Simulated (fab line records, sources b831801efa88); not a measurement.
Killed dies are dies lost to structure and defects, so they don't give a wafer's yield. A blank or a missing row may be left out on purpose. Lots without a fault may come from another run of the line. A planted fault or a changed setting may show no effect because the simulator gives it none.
Chamber matching | flow gf180mcu | GF_V1_CMP_04 on cmp-01: 4 sister chambers
The step polishes SiO2. 4 wafers are shown with their chamber, then 9 later ones without.

WAFERS WITH THEIR CHAMBER
wafer  | chamber | motor_current_A (A)
L765.5 | 3       | 11.6
L766.1 | 2       | 12.8
L766.4 | 0       | 11.3
L766.6 | 1       | 10.3

WAFERS WITHOUT THEIR CHAMBER
wafer  | motor_current_A (A)
L767.1 | 12.8
L767.3 | 11.4
L767.5 | 12.1
L768.3 | 11.1
L768.4 | 13.1
L768.5 | 12.8
L772.1 | 11.0
L772.5 | 10.2
L772.6 | 11.2

WHICH CHAMBER EACH WENT THROUGH
wafer  | from the rows above          | in truth
L767.1 | 2                            | 2
L767.3 | can't be placed: 0 or 3      | 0
L767.5 | can't be placed: 3 or 2 or 0 | 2
L768.3 | can't be placed: 0 or 3      | 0
L768.4 | 2                            | 2
L768.5 | 2                            | 2
L772.1 | can't be placed: 0 or 3 or 1 | 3
L772.5 | 1                            | 1
L772.6 | can't be placed: 0 or 3      | 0
Placed correctly: 4 of 9. Can't be placed from these rows: 5 (the true chamber is among the candidates in 5). Placed wrongly: 0.
How it was worked out, from the rows above alone: a wafer's distance from a chamber is the root of the sum, over the readings, of the square of ((its reading less the chamber's mean) divided by the reading's scatter). The wafer belongs to the nearest chamber; if the next one is less than 2 further off, it can't be placed. A chamber's mean is the mean of its shown wafers. The scatter: with one shown wafer a chamber, the root of the mean of the squares of how far each hidden wafer lies from its nearest shown one.
